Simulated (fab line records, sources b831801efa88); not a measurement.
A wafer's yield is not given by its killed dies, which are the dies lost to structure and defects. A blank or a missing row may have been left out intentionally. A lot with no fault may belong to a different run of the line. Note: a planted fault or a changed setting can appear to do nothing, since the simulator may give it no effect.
Which tool did it? || flow sky130 || 11 lots with 33 wafers sampled at 6 steps, on a route of 708 steps

WHAT THE GAUGES SHOWED, per wafer
No reading from a measuring or inspecting step in the record can be judged against a usual standard deviation.

EACH LOT AND THE TOOL THAT RAN IT (in order: tool; ch and the chambers of the sampled wafers; start)
{"lot": "L252", "SKY_LDD_HVP_STRIP_09": "plasma asher-01 ch 0,1, day 24 05:37", "SKY_POLY_CUT_ETCH_10": "rie diel-02 ch 0,2,3, day 26 19:24", "SKY_LI_CONTACT_CMP_24": "cmp-01 ch 0,1,3, day 31 13:44", "SKY_CONTACT_CMP_04": "cmp-02 ch 1,2,3, day 32 18:44", "SKY_CONTACT_ETCH_17": "rie diel-04 ch 1,2, day 33 21:26", "SKY_PAD_OPEN_PROBE_99": "prober-01, day 47 12:58"}
{"lot": "L254", "SKY_LDD_HVP_STRIP_09": "plasma asher-04 ch 0,1, day 24 20:20", "SKY_POLY_CUT_ETCH_10": "rie diel-01 ch 1,2,3, day 27 08:10", "SKY_LI_CONTACT_CMP_24": "cmp-02 ch 1,2,3, day 32 02:20", "SKY_CONTACT_CMP_04": "cmp-02 ch 1,2, day 33 05:53", "SKY_CONTACT_ETCH_17": "rie diel-04 ch 2,3, day 34 08:27", "SKY_PAD_OPEN_PROBE_99": "prober-02, day 47 20:46"}
{"lot": "L260", "SKY_LDD_HVP_STRIP_09": "plasma asher-02 ch 0,1, day 27 04:17", "SKY_POLY_CUT_ETCH_10": "rie diel-02 ch 0,2,3, day 29 14:51", "SKY_LI_CONTACT_CMP_24": "cmp-02 ch 1,2,3, day 34 05:59", "SKY_CONTACT_CMP_04": "cmp-01 ch 0,1,3, day 35 10:15", "SKY_CONTACT_ETCH_17": "rie diel-04 ch 0,1,2, day 36 12:41", "SKY_PAD_OPEN_PROBE_99": "-"}
{"lot": "L261", "SKY_LDD_HVP_STRIP_09": "plasma asher-04 ch 0,1, day 27 07:14", "SKY_POLY_CUT_ETCH_10": "rie diel-02 ch 0,1, day 29 18:28", "SKY_LI_CONTACT_CMP_24": "cmp-01 ch 0,2,3, day 34 07:27", "SKY_CONTACT_CMP_04": "cmp-01 ch 1,3, day 35 11:55", "SKY_CONTACT_ETCH_17": "rie diel-03 ch 0,1,2, day 36 14:56", "SKY_PAD_OPEN_PROBE_99": "-"}
{"lot": "L262", "SKY_LDD_HVP_STRIP_09": "plasma asher-01 ch 0,1, day 27 17:07", "SKY_POLY_CUT_ETCH_10": "rie diel-01 ch 0,2,3, day 30 02:38", "SKY_LI_CONTACT_CMP_24": "cmp-01 ch 0,2,3, day 34 18:16", "SKY_CONTACT_CMP_04": "cmp-02 ch 0,1,3, day 35 22:05", "SKY_CONTACT_ETCH_17": "rie diel-02 ch 0,2,3, day 37 00:37", "SKY_PAD_OPEN_PROBE_99": "-"}
{"lot": "L263", "SKY_LDD_HVP_STRIP_09": "plasma asher-02 ch 0, day 28 09:32", "SKY_POLY_CUT_ETCH_10": "rie diel-02 ch 2,3, day 30 19:18", "SKY_LI_CONTACT_CMP_24": "cmp-01 ch 0,2,3, day 35 09:29", "SKY_CONTACT_CMP_04": "cmp-01 ch 0,2, day 36 13:31", "SKY_CONTACT_ETCH_17": "rie diel-04 ch 2,3, day 37 15:42", "SKY_PAD_OPEN_PROBE_99": "-"}
{"lot": "L264", "SKY_LDD_HVP_STRIP_09": "plasma asher-02 ch 0,1, day 28 12:32", "SKY_POLY_CUT_ETCH_10": "rie diel-02 ch 1,2, day 30 23:18", "SKY_LI_CONTACT_CMP_24": "cmp-02 ch 0,1,2, day 35 11:28", "SKY_CONTACT_CMP_04": "cmp-02 ch 0,2,3, day 36 15:43", "SKY_CONTACT_ETCH_17": "rie diel-03 ch 0,1,3, day 37 17:04", "SKY_PAD_OPEN_PROBE_99": "-"}
{"lot": "L265", "SKY_LDD_HVP_STRIP_09": "plasma asher-02 ch 0, day 28 20:17", "SKY_POLY_CUT_ETCH_10": "rie diel-02 ch 1,2,3, day 31 05:07", "SKY_LI_CONTACT_CMP_24": "cmp-01 ch 1,3, day 35 19:11", "SKY_CONTACT_CMP_04": "cmp-01 ch 0,1, day 36 22:29", "SKY_CONTACT_ETCH_17": "rie diel-02 ch 0,1,3, day 38 00:31", "SKY_PAD_OPEN_PROBE_99": "-"}
{"lot": "L266", "SKY_LDD_HVP_STRIP_09": "plasma asher-04 ch 0,1, day 29 04:21", "SKY_POLY_CUT_ETCH_10": "rie diel-02 ch 1,2, day 31 14:04", "SKY_LI_CONTACT_CMP_24": "cmp-02 ch 0,1, day 36 03:26", "SKY_CONTACT_CMP_04": "cmp-01 ch 0,3, day 37 05:49", "SKY_CONTACT_ETCH_17": "rie diel-04 ch 0,2,3, day 38 07:40", "SKY_PAD_OPEN_PROBE_99": "-"}
{"lot": "L267", "SKY_LDD_HVP_STRIP_09": "plasma asher-02 ch 0,1, day 29 14:56", "SKY_POLY_CUT_ETCH_10": "rie diel-02 ch 0,3, day 32 00:01", "SKY_LI_CONTACT_CMP_24": "cmp-01 ch 0,1,3, day 36 12:05", "SKY_CONTACT_CMP_04": "cmp-02 ch 1,2,3, day 37 15:03", "SKY_CONTACT_ETCH_17": "rie diel-04 ch 1,2,3, day 38 17:29", "SKY_PAD_OPEN_PROBE_99": "-"}
{"lot": "L268", "SKY_LDD_HVP_STRIP_09": "plasma asher-01 ch 0,1, day 29 19:36", "SKY_POLY_CUT_ETCH_10": "rie diel-04 ch 0,2,3, day 32 03:39", "SKY_LI_CONTACT_CMP_24": "cmp-01 ch 1,2,3, day 36 16:20", "SKY_CONTACT_CMP_04": "cmp-01 ch 1,2,3, day 37 19:26", "SKY_CONTACT_ETCH_17": "rie diel-02 ch 0,3, day 38 21:28", "SKY_PAD_OPEN_PROBE_99": "-"}
- SKY_LDD_HVP_STRIP_09: strips in O2/N2.
- SKY_POLY_CUT_ETCH_10: etches BARC in N2/H2, stops on SiO2, time 45.9 s, target depth 60 nm.
- SKY_LI_CONTACT_CMP_24: polishes, stops on PSG, t overpolish 20 s, target thk 0 nm.
- SKY_CONTACT_CMP_04: polishes SiO2.
- SKY_CONTACT_ETCH_17: etches SiO2 in C4F8/O2/Ar, stops on Si3N4, target depth 340 nm.
- SKY_PAD_OPEN_PROBE_99

AS READ BY THE TOOLS THEMSELVES (means over the sampled wafers that have a number; for cases with no such wafer, the mark the record gives instead)
SKY_LDD_HVP_STRIP_09. Usual: drypump motor current A 5.7 A, standard deviation 0.53; o2 flow sccm 2999 sccm, standard deviation 8.9; oes product au 0.409 a.u., standard deviation 0.0042; strip time to endpoint s 4.142 s, standard deviation 0.011.
{"lot": "L252", "tool": "plasma asher-01", "drypump motor current A (A)": 6.0, "o2 flow sccm (sccm)": 2996, "oes product au (a.u.)": 0.406, "strip time to endpoint s (s)": 4.145, "flag": ""}
{"lot": "L254", "tool": "plasma asher-04", "drypump motor current A (A)": 5.4, "o2 flow sccm (sccm)": 2995, "oes product au (a.u.)": 0.411, "strip time to endpoint s (s)": 4.137, "flag": ""}
{"lot": "L260", "tool": "plasma asher-02", "drypump motor current A (A)": 6.1, "o2 flow sccm (sccm)": 2999, "oes product au (a.u.)": 0.409, "strip time to endpoint s (s)": 4.145, "flag": ""}
{"lot": "L261", "tool": "plasma asher-04", "drypump motor current A (A)": 5.3, "o2 flow sccm (sccm)": 2996, "oes product au (a.u.)": 0.406, "strip time to endpoint s (s)": 4.135, "flag": ""}
{"lot": "L262", "tool": "plasma asher-01", "drypump motor current A (A)": 5.5, "o2 flow sccm (sccm)": 3002, "oes product au (a.u.)": 0.413, "strip time to endpoint s (s)": 4.133, "flag": ""}
{"lot": "L263", "tool": "plasma asher-02", "drypump motor current A (A)": 5.9, "o2 flow sccm (sccm)": 2999, "oes product au (a.u.)": 0.408, "strip time to endpoint s (s)": 4.138, "flag": ""}
{"lot": "L264", "tool": "plasma asher-02", "drypump motor current A (A)": 6.0, "o2 flow sccm (sccm)": 3007, "oes product au (a.u.)": 0.409, "strip time to endpoint s (s)": 4.139, "flag": ""}
{"lot": "L265", "tool": "plasma asher-02", "drypump motor current A (A)": 5.9, "o2 flow sccm (sccm)": 3005, "oes product au (a.u.)": 0.409, "strip time to endpoint s (s)": 4.130, "flag": ""}
{"lot": "L266", "tool": "plasma asher-04", "drypump motor current A (A)": 5.4, "o2 flow sccm (sccm)": 2992, "oes product au (a.u.)": 0.412, "strip time to endpoint s (s)": 4.151, "flag": ""}
{"lot": "L267", "tool": "plasma asher-02", "drypump motor current A (A)": 6.0, "o2 flow sccm (sccm)": 3000, "oes product au (a.u.)": 0.403, "strip time to endpoint s (s)": 4.150, "flag": ""}
{"lot": "L268", "tool": "plasma asher-01", "drypump motor current A (A)": 5.5, "o2 flow sccm (sccm)": 2987, "oes product au (a.u.)": 0.409, "strip time to endpoint s (s)": 4.138, "flag": ""}

SKY_POLY_CUT_ETCH_10. Usual: drypump motor current A 6.0 A, standard deviation 0.42; oes product au 0.855 a.u., standard deviation 0.0049; throttle valve pct 13.224 %, standard deviation 0.0084.
{"lot": "L252", "tool": "rie diel-02", "drypump motor current A (A)": 5.6, "oes product au (a.u.)": 0.854, "throttle valve pct (%)": 13.220, "flag": ""}
{"lot": "L254", "tool": "rie diel-01", "drypump motor current A (A)": 6.4, "oes product au (a.u.)": 0.860, "throttle valve pct (%)": 13.229, "flag": ""}
{"lot": "L260", "tool": "rie diel-02", "drypump motor current A (A)": 5.6, "oes product au (a.u.)": 0.860, "throttle valve pct (%)": 13.218, "flag": ""}
{"lot": "L261", "tool": "rie diel-02", "drypump motor current A (A)": 6.0, "oes product au (a.u.)": 0.856, "throttle valve pct (%)": 13.225, "flag": ""}
{"lot": "L262", "tool": "rie diel-01", "drypump motor current A (A)": 6.3, "oes product au (a.u.)": 0.856, "throttle valve pct (%)": 13.220, "flag": ""}
{"lot": "L263", "tool": "rie diel-02", "drypump motor current A (A)": 5.4, "oes product au (a.u.)": 0.851, "throttle valve pct (%)": 13.232, "flag": ""}
{"lot": "L264", "tool": "rie diel-02", "drypump motor current A (A)": 6.0, "oes product au (a.u.)": 0.852, "throttle valve pct (%)": 13.230, "flag": ""}
{"lot": "L265", "tool": "rie diel-02", "drypump motor current A (A)": 5.8, "oes product au (a.u.)": 0.858, "throttle valve pct (%)": 13.218, "flag": ""}
{"lot": "L266", "tool": "rie diel-02", "drypump motor current A (A)": 6.1, "oes product au (a.u.)": 0.852, "throttle valve pct (%)": 13.216, "flag": ""}
{"lot": "L267", "tool": "rie diel-02", "drypump motor current A (A)": 5.5, "oes product au (a.u.)": 0.856, "throttle valve pct (%)": 13.226, "flag": ""}
{"lot": "L268", "tool": "rie diel-04", "drypump motor current A (A)": 5.8, "oes product au (a.u.)": 0.856, "throttle valve pct (%)": 13.223, "flag": ""}

SKY_LI_CONTACT_CMP_24. Usual: edge zone pressure frac 1.000, standard deviation 0.0052; motor current A 10.5 A, standard deviation 1.3; overpolish run s 19.999 s, standard deviation 0.0097; time to endpoint s 97 s, standard deviation 3.2.
{"lot": "L252", "tool": "cmp-01", "edge zone pressure frac": 1.000, "motor current A (A)": 10.1, "overpolish run s (s)": 20.003, "time to endpoint s (s)": 100, "flag": ""}
{"lot": "L254", "tool": "cmp-02", "edge zone pressure frac": 1.001, "motor current A (A)": 10.6, "overpolish run s (s)": 20.000, "time to endpoint s (s)": 95, "flag": ""}
{"lot": "L260", "tool": "cmp-02", "edge zone pressure frac": 1.001, "motor current A (A)": 10.8, "overpolish run s (s)": 20.002, "time to endpoint s (s)": 102, "flag": ""}
{"lot": "L261", "tool": "cmp-01", "edge zone pressure frac": 1.001, "motor current A (A)": 9.5, "overpolish run s (s)": 19.984, "time to endpoint s (s)": 98, "flag": ""}
{"lot": "L262", "tool": "cmp-01", "edge zone pressure frac": 1.004, "motor current A (A)": 9.4, "overpolish run s (s)": 20.001, "time to endpoint s (s)": 96, "flag": ""}
{"lot": "L263", "tool": "cmp-01", "edge zone pressure frac": 0.998, "motor current A (A)": 9.6, "overpolish run s (s)": 19.992, "time to endpoint s (s)": 99, "flag": ""}
{"lot": "L264", "tool": "cmp-02", "edge zone pressure frac": 1.004, "motor current A (A)": 11.7, "overpolish run s (s)": 20.003, "time to endpoint s (s)": 95, "flag": ""}
{"lot": "L265", "tool": "cmp-01", "edge zone pressure frac": 0.996, "motor current A (A)": 11.1, "overpolish run s (s)": 20.003, "time to endpoint s (s)": 100, "flag": ""}
{"lot": "L266", "tool": "cmp-02", "edge zone pressure frac": 1.004, "motor current A (A)": 11.2, "overpolish run s (s)": 20.002, "time to endpoint s (s)": 97, "flag": ""}
{"lot": "L267", "tool": "cmp-01", "edge zone pressure frac": 0.996, "motor current A (A)": 10.1, "overpolish run s (s)": 20.005, "time to endpoint s (s)": 99, "flag": ""}
{"lot": "L268", "tool": "cmp-01", "edge zone pressure frac": 1.002, "motor current A (A)": 10.7, "overpolish run s (s)": 19.992, "time to endpoint s (s)": 95, "flag": ""}

SKY_CONTACT_CMP_04. Usual: edge zone pressure frac 1.000, standard deviation 0.0049; motor current A 11.7 A, standard deviation 1.5; time to endpoint s 82 s, standard deviation 4.
{"lot": "L252", "tool": "cmp-02", "edge zone pressure frac": 0.999, "motor current A (A)": 11.8, "time to endpoint s (s)": 86, "flag": ""}
{"lot": "L254", "tool": "cmp-02", "edge zone pressure frac": 0.993, "motor current A (A)": 11.8, "time to endpoint s (s)": 87, "flag": ""}
{"lot": "L260", "tool": "cmp-01", "edge zone pressure frac": 0.994, "motor current A (A)": 11.2, "time to endpoint s (s)": 79, "flag": ""}
{"lot": "L261", "tool": "cmp-01", "edge zone pressure frac": 0.996, "motor current A (A)": 12.2, "time to endpoint s (s)": 90, "flag": ""}
{"lot": "L262", "tool": "cmp-02", "edge zone pressure frac": 0.998, "motor current A (A)": 12.9, "time to endpoint s (s)": 84, "flag": ""}
{"lot": "L263", "tool": "cmp-01", "edge zone pressure frac": 1.001, "motor current A (A)": 10.1, "time to endpoint s (s)": 84, "flag": ""}
{"lot": "L264", "tool": "cmp-02", "edge zone pressure frac": 1.004, "motor current A (A)": 13.0, "time to endpoint s (s)": 79, "flag": ""}
{"lot": "L265", "tool": "cmp-01", "edge zone pressure frac": 1.002, "motor current A (A)": 12.0, "time to endpoint s (s)": 86, "flag": ""}
{"lot": "L266", "tool": "cmp-01", "edge zone pressure frac": 1.001, "motor current A (A)": 10.6, "time to endpoint s (s)": 86, "flag": ""}
{"lot": "L267", "tool": "cmp-02", "edge zone pressure frac": 0.999, "motor current A (A)": 11.7, "time to endpoint s (s)": 84, "flag": ""}
{"lot": "L268", "tool": "cmp-01", "edge zone pressure frac": 0.999, "motor current A (A)": 11.6, "time to endpoint s (s)": 84, "flag": ""}

SKY_CONTACT_ETCH_17. Usual: oes product au reads 0.892 a.u. (standard deviation 0.0046).
{"lot": "L252", "tool": "rie diel-04", "oes product au (a.u.)": 0.925, "flag": "OFF"}
{"lot": "L254", "tool": "rie diel-04", "oes product au (a.u.)": 0.925, "flag": "OFF"}
{"lot": "L260", "tool": "rie diel-04", "oes product au (a.u.)": 0.895, "flag": ""}
{"lot": "L261", "tool": "rie diel-03", "oes product au (a.u.)": 0.892, "flag": ""}
{"lot": "L262", "tool": "rie diel-02", "oes product au (a.u.)": 0.888, "flag": ""}
{"lot": "L263", "tool": "rie diel-04", "oes product au (a.u.)": 0.892, "flag": ""}
{"lot": "L264", "tool": "rie diel-03", "oes product au (a.u.)": 0.891, "flag": ""}
{"lot": "L265", "tool": "rie diel-02", "oes product au (a.u.)": 0.894, "flag": ""}
{"lot": "L266", "tool": "rie diel-04", "oes product au (a.u.)": 0.890, "flag": ""}
{"lot": "L267", "tool": "rie diel-04", "oes product au (a.u.)": 0.892, "flag": ""}
{"lot": "L268", "tool": "rie diel-02", "oes product au (a.u.)": 0.893, "flag": ""}

SKY_PAD_OPEN_PROBE_99. Usual: killed_at_M0_to_M3 45, standard deviation 7.3; killed_at_M4_up 3.1, standard deviation 1.7; killed at contacts 25, standard deviation 5.1; killed at front end 15, standard deviation 4.5; killed at other 0.3, standard deviation 0.56; killed dies 88, standard deviation 9.4; killed open 47, standard deviation 6.6; killed short 40, standard deviation 6.9.
{"lot": "L252", "tool": "prober-01", "killed_at_M0_to_M3": 37, "killed_at_M4_up": 4.0, "killed at contacts": 76, "killed at front end": 12, "killed at other": 0.3, "killed dies": 130, "killed open": 45, "killed short": 37, "flag": "OFF"}
{"lot": "L254", "tool": "prober-02", "killed_at_M0_to_M3": 44, "killed_at_M4_up": 2.3, "killed at contacts": 53, "killed at front end": 15, "killed at other": 0.7, "killed dies": 114, "killed open": 50, "killed short": 41, "flag": "OFF"}

THE ANSWER, worked out from the rows above alone
Rule: a lot counts as off when the mean over its wafers that have a number is more than 3 standard deviations away from the usual mean. A lot without any number at a reading at which 4 lots or more have one is off too. Any other lot the step has rows for is counted as sound. Order of review: gauges by route order, followed by the tools' own readings, for which a lot's mean as printed above is used. At the first step where some lot is off, the reading lying furthest off is the one used; lots without a number count as furthest.
Off at SKY_CONTACT_ETCH_17 (oes product au): L252, L254.
If a tool, at that step or one of the process steps before it, ran each lot that is off and ran no sound lot following the first of them, it fits. Of those tried, none fits.

WHAT WAS PUT IN BY THE SIMULATOR
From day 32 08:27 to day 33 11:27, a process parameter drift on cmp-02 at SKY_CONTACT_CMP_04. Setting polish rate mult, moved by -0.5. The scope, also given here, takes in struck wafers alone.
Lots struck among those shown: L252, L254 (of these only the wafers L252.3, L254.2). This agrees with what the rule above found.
